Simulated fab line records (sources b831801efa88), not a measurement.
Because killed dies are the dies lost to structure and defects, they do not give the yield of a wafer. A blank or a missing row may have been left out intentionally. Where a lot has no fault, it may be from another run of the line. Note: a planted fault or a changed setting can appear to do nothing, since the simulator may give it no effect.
fab line records	flow sky130
record: lots: 13	wafers: 39	lastDay: 51
route steps=708 shown METAL2@498 METAL3@535 CAPM@538 PAD_OPEN@708
lots that met no fault: taken from a fault-free run of the same line
startH: hours from the record's first day to the start of the lot's first wafer shown	waitH: hours from the lot's prior step to this one	" same as the row above	L1.1+2: a row that stands for several wafers	- no value, or no start given	* or withheld: withheld	< > ~ a bound
route shown NAME@n: NAME is a module with steps in the file, n the number in the route of the first one	usual: the fault-free wafers' mean and standard deviation	same: alike in all rows	chamber/n: place in a boat	sites: per-site readings	_std_site: standard deviation across them	_edge_site: outer sites' mean less inner sites'	radiusMm: how far each site lies from the wafer's centre	mask NAME#n: copy n	behind: the tool/chamber that last shaped the wafer	hold: cause of the lot's hold/its duration in hours/its outcome	device: the transistor (n, p or np) that didn't switch	end of line: tests of these same wafers at the route's end	a step with no rows: only its recipe	killed: dies that structure and defects cost at the first sort, which is not the same as the wafer's yield	map: the dies of a wafer, with x for killed, . for not killed, _ for no die there
set.NAME: the setting that was run; set.NAME@STEP: the one run at that earlier step	model.NAME: the simulator's own value behind a step, which no gauge read
the route's steps for a sample of lots (tables are steps, rows are wafers)
services: from which hour (startH, from the record's first day; less than 0 if before it) a tool's chamber was out of use, for how many hours, and why
== steps ==
step: SKY_METAL2_CD_MEAS_15
recipe: targetCdNm: 140
usual: cdNm: 140.6/1.6
lot.wafer	tool	chamber	startH	waitH	cdNm
L330.1	cdSem-01	-	847.06	-	141.9
L330.4	"	-	"	"	142.2
L330.5	"	-	"	"	140.7
L338.1	cdSem-01	-	896.57	-	140.7
L338.3	"	-	"	"	141.0
L338.4	"	-	"	"	140.0
L340.2	cdSem-02	-	909.01	-	142.5
L340.3	"	-	"	"	142.3
L340.6	"	-	"	"	143.5
L343.1	cdSem-02	-	943.21	-	140.8
L343.4	"	-	"	"	141.3
L343.5	"	-	"	"	139.9
L344.1	cdSem-02	-	946.44	-	143.2
L344.4	"	-	"	"	141.4
L344.6	"	-	"	"	141.1
L345.3	cdSem-01	-	953.32	-	139.9
L345.5	"	-	"	"	140.7
L345.6	"	-	"	"	139.9
L347.1	cdSem-02	-	971.74	-	137.9
L347.2	"	-	"	"	138.8
L347.3	"	-	"	"	138.1
L348.1	cdSem-01	-	989.01	-	140.6
L348.5	"	-	"	"	139.6
L348.6	"	-	"	"	138.6
L351.1	cdSem-01	-	993.01	-	141.2
L351.2	"	-	"	"	140.2
L351.5	"	-	"	"	140.3
L350.2	cdSem-02	-	994.48	-	140.0
L350.4	"	-	"	"	142.1
L350.6	"	-	"	"	139.8
L349.1	cdSem-01	-	995.43	-	140.2
L349.3	"	-	"	"	139.9
L349.4	"	-	"	"	140.0
L352.4	cdSem-01	-	999.69	-	140.0
L352.5	"	-	"	"	138.2
L352.6	"	-	"	"	138.7
L353.1	cdSem-02	-	1005.99	-	139.3
L353.4	"	-	"	"	140.5
L353.6	"	-	"	"	139.9
step: SKY_METAL2_OVL_MEAS_16
usual: METAL2_OVL: -2/6.3
lot.wafer	tool	chamber	startH	waitH	METAL2_OVL[nm]
L330.1	overlay-01	-	847.18	0.1	-7
L330.4	"	-	"	"	-11
L330.5	"	-	"	"	-13
L338.1	overlay-02	-	896.69	0.1	-10
L338.3	"	-	"	"	-4
L338.4	"	-	"	"	-11
L340.2	overlay-02	-	909.12	0.1	6
L340.3	"	-	"	"	-9
L340.6	"	-	"	"	3
L343.1	overlay-02	-	943.33	0.1	3
L343.4	"	-	"	"	-4
L343.5	"	-	"	"	0
L344.1	overlay-02	-	946.56	0.1	-8
L344.4	"	-	"	"	-6
L344.6	"	-	"	"	-1
L345.3	overlay-02	-	953.41	0.1	3
L345.5	"	-	"	"	-11
L345.6	"	-	"	"	3
L347.1	overlay-01	-	971.86	0.1	-13
L347.2	"	-	"	"	-5
L347.3	"	-	"	"	-13
L348.1	overlay-02	-	989.13	0.1	-3
L348.5	"	-	"	"	-4
L348.6	"	-	"	"	-3
L351.1	overlay-01	-	993.13	0.1	-1
L351.2	"	-	"	"	-4
L351.5	"	-	"	"	-6
L350.2	overlay-02	-	994.59	0.1	5
L350.4	"	-	"	"	3
L350.6	"	-	"	"	0
L349.1	overlay-02	-	995.55	0.1	1
L349.3	"	-	"	"	3
L349.4	"	-	"	"	-5
L352.4	overlay-02	-	999.76	0.1	4
L352.5	"	-	"	"	-1
L352.6	"	-	"	"	4
L353.1	overlay-02	-	1006.11	0.1	1
L353.4	"	-	"	"	3
L353.6	"	-	"	"	-5
step: SKY_METAL3_SPUTTER_03
recipe: material: Ti	targetThkNm: 5	powerW: 3000	timeS: 3.3	chamberPressurePa: 0.4
usual: chamberPressurePa: 0.3999/0.00092	throttleValvePct: 29.5/0.92
lot.wafer	tool	chamber	startH	waitH	chamberPressurePa	throttleValvePct
L330.1	pvdSputter-01	-	876.68	0.0	0.4005	28.8
L330.4	"	-	"	"	0.3997	28.8
L330.5	"	-	"	"	0.3996	28.2
L338.1	pvdSputter-02	-	926.22	0.0	0.3999	29.4
L338.3	"	-	"	"	0.4011	29.7
L338.4	"	-	"	"	0.4007	30.3
L340.2	pvdSputter-02	-	937.49	0.0	0.4004	29.7
L340.3	"	-	"	"	0.4004	30.3
L340.6	"	-	"	"	0.4004	29.4
L343.1	pvdSputter-01	-	971.09	0.0	0.4011	28.7
L343.4	"	-	"	"	0.3998	30.0
L343.5	"	-	"	"	0.3983	30.7
L344.1	pvdSputter-01	-	974.71	0.0	0.4006	30.9
L344.4	"	-	"	"	0.3993	28.8
L344.6	"	-	"	"	0.4015	30.6
L345.3	pvdSputter-01	-	980.63	0.0	0.3979	28.5
L345.5	"	-	"	"	0.3994	28.6
L345.6	"	-	"	"	0.3981	29.9
L347.1	pvdSputter-03	-	999.64	0.0	0.4002	29.6
L347.2	"	-	"	"	0.3988	28.0
L347.3	"	-	"	"	0.3996	31.2
L348.1	pvdSputter-02	-	1015.68	0.0	0.3988	30.5
L348.5	"	-	"	"	0.3997	30.1
L348.6	"	-	"	"	0.4004	29.7
L351.1	pvdSputter-01	-	1020.06	0.0	0.4003	30.0
L351.2	"	-	"	"	0.3998	28.6
L351.5	"	-	"	"	0.4002	28.8
L350.2	pvdSputter-03	-	1021.07	0.0	0.3989	31.1
L350.4	"	-	"	"	0.4009	29.6
L350.6	"	-	"	"	0.4005	29.7
L349.1	pvdSputter-02	-	1022.04	0.0	0.3996	29.4
L349.3	"	-	"	"	0.3980	29.2
L349.4	"	-	"	"	0.3995	30.2
L352.4	pvdSputter-02	-	1026.66	0.0	0.3998	29.6
L352.5	"	-	"	"	0.4009	30.6
L352.6	"	-	"	"	0.4013	29.6
L353.1	pvdSputter-01	-	1032.34	0.0	0.3993	30.3
L353.4	"	-	"	"	0.4019	28.6
L353.6	"	-	"	"	0.4003	30.3
step: SKY_CAPM_THK_MEAS_01
recipe: reads: SiO2_of_CAPM_CVD_00
usual: CAPM_CVD_00_THK: 15.50/0.22
lot.wafer	tool	chamber	startH	waitH	CAPM_CVD_00_THK[nm]
L330.1	filmMetro-04	-	876.78	-	15.65
L330.4	"	-	"	"	15.76
L330.5	"	-	"	"	15.74
L338.1	filmMetro-03	-	926.31	-	16.82
L338.3	"	-	"	"	16.81
L338.4	"	-	"	"	17.12
L340.2	filmMetro-03	-	937.59	-	17.16
L340.3	"	-	"	"	17.22
L340.6	"	-	"	"	17.49
L343.1	filmMetro-01	-	971.18	-	15.17
L343.4	"	-	"	"	15.32
L343.5	"	-	"	"	15.45
L344.1	filmMetro-04	-	974.80	-	15.49
L344.4	"	-	"	"	15.88
L344.6	"	-	"	"	15.74
L345.3	filmMetro-01	-	980.74	-	15.26
L345.5	"	-	"	"	15.34
L345.6	"	-	"	"	15.78
L347.1	filmMetro-04	-	999.73	-	15.61
L347.2	"	-	"	"	15.23
L347.3	"	-	"	"	15.43
L348.1	filmMetro-04	-	1015.77	-	15.43
L348.5	"	-	"	"	15.62
L348.6	"	-	"	"	15.50
L351.1	filmMetro-04	-	1020.15	-	15.28
L351.2	"	-	"	"	15.45
L351.5	"	-	"	"	15.60
L350.2	filmMetro-01	-	1021.18	-	15.55
L350.4	"	-	"	"	15.82
L350.6	"	-	"	"	15.81
L349.1	filmMetro-04	-	1022.13	-	15.26
L349.3	"	-	"	"	15.70
L349.4	"	-	"	"	15.84
L352.4	filmMetro-04	-	1026.78	-	15.63
L352.5	"	-	"	"	15.70
L352.6	"	-	"	"	15.54
L353.1	filmMetro-04	-	1032.43	-	15.30
L353.4	"	-	"	"	15.30
L353.6	"	-	"	"	15.40
step: SKY_PAD_OPEN_PROBE_99
usual: defectLimitedYield: 82.4/1.8	killed_at_M0_to_M3: 43/6.6	killed_at_M4_up: 3.1/1.9	killedAtContacts: 24/5.2	killedAtFrontEnd: 16/4.5	killedAtOther: 0.4/0.62	killedDies: 87/9	killedOpen: 48/7	killedShort: 39/6.2	sort_bin_3_pad_short: 0.9/0.44	sort_bin_5_function: 10.3/1.3	sort_bin_6_memory: 6.5/1.1	sortNPass: 405/9	sortYieldPct: 82.4/1.8
same: grossDies: 492	killedAtBackSide: 0	sort_bin_4_leakage[%]: 0	sort_bin_8_speed[%]: 0
lot.wafer	tool	chamber	startH	waitH	defectLimitedYield[%]	killed_at_M0_to_M3	killed_at_M4_up	killedAtContacts	killedAtFrontEnd	killedAtOther	killedDies	killedOpen	killedShort	sort_bin_3_pad_short[%]	sort_bin_5_function[%]	sort_bin_6_memory[%]	sortNPass	sortYieldPct[%]
L338.1	prober-01	-	1143.16	0.1	83.9	31	4	28	15	1	79	41	37	1.4	7.3	7.3	413	83.9
L338.3	prober-01	-	1143.26	0.2	83.1	43	5	21	13	1	83	45	38	0.8	9.1	6.9	409	83.1
L338.4	prober-01	-	1143.31	0.2	81.9	38	2	25	24	0	89	55	34	0.8	11.8	5.5	403	81.9
L343.1	prober-02	-	1175.38	0.1	80.1	42	3	33	19	1	98	59	38	1.4	9.1	9.3	394	80.1
L343.4	prober-02	-	1175.53	0.2	81.7	50	2	20	18	0	90	44	43	0.8	11.0	6.5	402	81.7
L343.5	prober-02	-	1175.58	0.2	85.2	32	4	19	18	0	73	39	34	0.2	9.6	5.1	419	85.2
L344.1	prober-01	-	1178.23	0.1	80.1	45	1	36	15	1	98	51	45	1.2	10.4	8.3	394	80.1
L344.4	prober-01	-	1178.38	0.2	82.5	38	4	28	15	1	86	45	39	1.6	9.8	6.1	406	82.5
L344.6	prober-01	-	1178.48	0.2	78.9	58	1	29	15	1	104	58	45	0.8	11.0	9.3	388	78.9
L345.3	prober-02	-	1183.27	0.2	81.9	44	3	28	14	0	89	50	39	1.4	10.0	6.7	403	81.9
L345.5	prober-02	-	1183.37	0.2	80.5	51	6	22	17	0	96	51	45	0.4	11.8	7.3	396	80.5
L345.6	prober-02	-	1183.42	0.2	80.5	48	4	26	18	0	96	52	44	0.8	10.4	8.3	396	80.5
L347.1	prober-02	-	1198.06	0.1	82.1	39	5	29	15	0	88	51	37	0.8	10.4	6.7	404	82.1
L347.2	prober-02	-	1198.11	0.1	81.5	38	4	28	21	0	91	54	37	1.4	11.2	5.9	401	81.5
L347.3	prober-02	-	1198.16	0.2	82.9	45	1	28	10	0	84	43	41	0.8	10.4	5.9	408	82.9
L349.1	prober-02	-	1213.16	0.1	81.5	51	1	25	14	0	91	42	49	0	11.0	7.5	401	81.5
L349.3	prober-02	-	1213.26	0.2	80.9	58	2	20	14	0	94	54	40	0.6	11.2	7.3	398	80.9
L349.4	prober-02	-	1213.31	0.2	80.9	47	2	23	22	0	94	50	44	1.6	10.0	7.5	398	80.9
L353.1	prober-01	-	1219.11	0.1	82.7	37	4	24	20	0	85	48	37	1.2	10.0	6.1	407	82.7
L353.4	prober-01	-	1219.26	0.2	81.5	55	2	22	12	0	91	37	54	0.4	11.8	6.3	401	81.5
L353.6	prober-01	-	1219.36	0.2	81.7	49	3	25	13	0	90	50	40	0.6	10.0	7.7	402	81.7
killed by level:class
L338.1 LI_CONTACT:geometricParticle:open=12 LOCAL_INTERCONNECT:geometricParticle:short=9 VIA1:geometricParticle:open=8 VIA2:geometricParticle:open=5 FIELD_ISO:geometricParticle:short=5 CONTACT:geometricParticle:open=4 VIA1:geometricParticle:short=4 FIELD_ISO:geometricParticle:open=3
L338.3 CONTACT:geometricParticle:open=11 VIA1:geometricParticle:open=8 VIA1:geometricParticle:short=6 METAL2:geometricParticle:short=6 VIA3:geometricParticle:open=6 VIA2:geometricParticle:short=5 POLY_GATE:geometricParticle:open=4 VIA2:geometricParticle:open=4
L338.4 CONTACT:geometricParticle:open=11 VIA1:geometricParticle:open=10 VIA3:geometricParticle:open=7 POLY_GATE:geometricParticle:short=6 CONTACT:geometricParticle:short=6 FIELD_ISO:geometricParticle:open=5 POLY_GATE:geometricParticle:open=5 LI_CONTACT:geometricParticle:open=5
L343.1 CONTACT:geometricParticle:open=15 VIA2:geometricParticle:open=11 VIA1:geometricParticle:open=9 VIA3:geometricParticle:open=7 CONTACT:geometricParticle:short=7 VIA1:geometricParticle:short=6 FIELD_ISO:geometricParticle:short=5 FIELD_ISO:geometricParticle:open=5
L343.4 METAL1:geometricParticle:short=8 VIA2:geometricParticle:open=8 VIA3:geometricParticle:open=7 CONTACT:geometricParticle:open=7 VIA1:geometricParticle:open=7 VIA3:geometricParticle:short=5 POLY_GATE:geometricParticle:short=4 LI_CONTACT:geometricParticle:open=4
L343.5 CONTACT:geometricParticle:open=10 VIA1:geometricParticle:open=8 VIA3:geometricParticle:open=6 FIELD_ISO:geometricParticle:short=5 METAL2:geometricParticle:short=5 METAL1:geometricParticle:short=4 FIELD_ISO:geometricParticle:open=3 POLY_GATE:geometricParticle:short=3
L344.1 CONTACT:geometricParticle:open=14 VIA1:geometricParticle:open=11 CONTACT:geometricParticle:short=9 FIELD_ISO:geometricParticle:open=6 VIA1:geometricParticle:short=5 LOCAL_INTERCONNECT:geometricParticle:short=5 METAL3:geometricParticle:short=5 VIA3:geometricParticle:open=5
L344.4 CONTACT:geometricParticle:open=8 VIA1:geometricParticle:open=8 VIA2:geometricParticle:open=7 LI_CONTACT:geometricParticle:short=6 LI_CONTACT:geometricParticle:open=6 POLY_GATE:geometricParticle:open=5 METAL2:geometricParticle:short=5 CONTACT:geometricParticle:short=4
L344.6 VIA1:geometricParticle:open=16 LI_CONTACT:geometricParticle:open=12 METAL2:geometricParticle:short=9 METAL1:geometricParticle:short=8 VIA3:geometricParticle:open=7 CONTACT:geometricParticle:short=6 CONTACT:geometricParticle:open=5 FIELD_ISO:geometricParticle:open=5
L345.3 VIA1:geometricParticle:open=10 CONTACT:geometricParticle:open=8 VIA3:geometricParticle:open=7 CONTACT:geometricParticle:short=7 LI_CONTACT:geometricParticle:open=6 VIA2:geometricParticle:open=6 FIELD_ISO:geometricParticle:short=5 METAL1:geometricParticle:short=5
L345.5 METAL2:geometricParticle:short=13 VIA1:geometricParticle:open=12 CONTACT:geometricParticle:open=11 VIA3:geometricParticle:open=10 POLY_GATE:geometricParticle:short=8 POLY_GATE:geometricParticle:open=5 LI_CONTACT:geometricParticle:open=4 METAL1:geometricParticle:short=4
L345.6 VIA1:geometricParticle:open=11 VIA1:geometricParticle:short=8 VIA2:geometricParticle:open=8 FIELD_ISO:geometricParticle:short=7 CONTACT:geometricParticle:open=7 LOCAL_INTERCONNECT:geometricParticle:short=6 LI_CONTACT:geometricParticle:open=6 METAL1:geometricParticle:short=6
L347.1 CONTACT:geometricParticle:open=15 VIA1:geometricParticle:open=11 CONTACT:geometricParticle:short=6 VIA3:geometricParticle:open=5 METAL1:geometricParticle:short=5 VIA1:geometricParticle:short=5 FIELD_ISO:geometricParticle:short=4 POLY_GATE:geometricParticle:open=4
L347.2 CONTACT:geometricParticle:open=10 LI_CONTACT:geometricParticle:open=9 VIA1:geometricParticle:open=8 VIA2:geometricParticle:open=8 POLY_GATE:geometricParticle:open=6 METAL2:geometricParticle:short=6 FIELD_ISO:geometricParticle:open=5 VIA1:geometricParticle:short=5
L347.3 LI_CONTACT:geometricParticle:open=13 CONTACT:geometricParticle:open=8 VIA1:geometricParticle:open=7 VIA2:geometricParticle:open=7 VIA1:geometricParticle:short=6 METAL2:geometricParticle:short=6 METAL3:geometricParticle:short=6 POLY_GATE:geometricParticle:short=4
L349.1 VIA1:geometricParticle:open=12 VIA3:geometricParticle:open=9 LI_CONTACT:geometricParticle:open=8 METAL2:geometricParticle:short=7 VIA3:geometricParticle:short=7 LOCAL_INTERCONNECT:geometricParticle:short=6 FIELD_ISO:geometricParticle:short=5 LI_CONTACT:geometricParticle:short=5
L349.3 VIA1:geometricParticle:open=14 VIA3:geometricParticle:open=12 LI_CONTACT:geometricParticle:open=9 VIA1:geometricParticle:short=8 FIELD_ISO:geometricParticle:short=6 VIA3:geometricParticle:short=6 VIA2:geometricParticle:open=5 CONTACT:geometricParticle:open=4
L349.4 CONTACT:geometricParticle:open=9 VIA1:geometricParticle:short=8 VIA2:geometricParticle:open=7 FIELD_ISO:geometricParticle:short=7 VIA1:geometricParticle:open=7 FIELD_ISO:geometricParticle:open=6 METAL2:geometricParticle:short=6 VIA3:geometricParticle:open=6
L353.1 LI_CONTACT:geometricParticle:open=9 CONTACT:geometricParticle:open=8 VIA1:geometricParticle:open=7 VIA3:geometricParticle:open=6 FIELD_ISO:geometricParticle:short=5 FIELD_ISO:geometricParticle:open=5 CONTACT:geometricParticle:short=5 VIA2:geometricParticle:open=5
L353.4 VIA1:geometricParticle:open=14 METAL1:geometricParticle:short=7 METAL2:geometricParticle:short=7 CONTACT:geometricParticle:short=6 VIA2:geometricParticle:short=6 POLY_GATE:geometricParticle:short=5 CONTACT:geometricParticle:open=5 VIA3:geometricParticle:open=5
L353.6 LI_CONTACT:geometricParticle:open=9 METAL1:geometricParticle:short=8 VIA1:geometricParticle:open=8 VIA3:geometricParticle:open=8 METAL2:geometricParticle:short=8 CONTACT:geometricParticle:open=7 POLY_GATE:geometricParticle:open=6 LOCAL_INTERCONNECT:geometricParticle:short=4
== services ==
tool	chamber	startH	hours	kind
pvdSputter-02	-	979.68	1.3	repair
== key ==
firstSign: step: SKY_CAPM_THK_MEAS_01	reading: CAPM_CVD_00_THK	direction: up	sigmas: 7.2	usual: 15.50	struck: 17.10
effect none on later readings
metAt SKY_CAPM_THK_MEAS_01
struckLots L338,L340
notActingAt SKY_METAL2_CD_MEAS_15,SKY_METAL2_OVL_MEAS_16,SKY_METAL3_SPUTTER_03
fault: kind: metrologyMatchingOffset	tool: filmMetro-03	chamber: -	onsetH: 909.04	steps: SKY_CAPM_THK_MEAS_01	param: thkNm	offset: 1.575
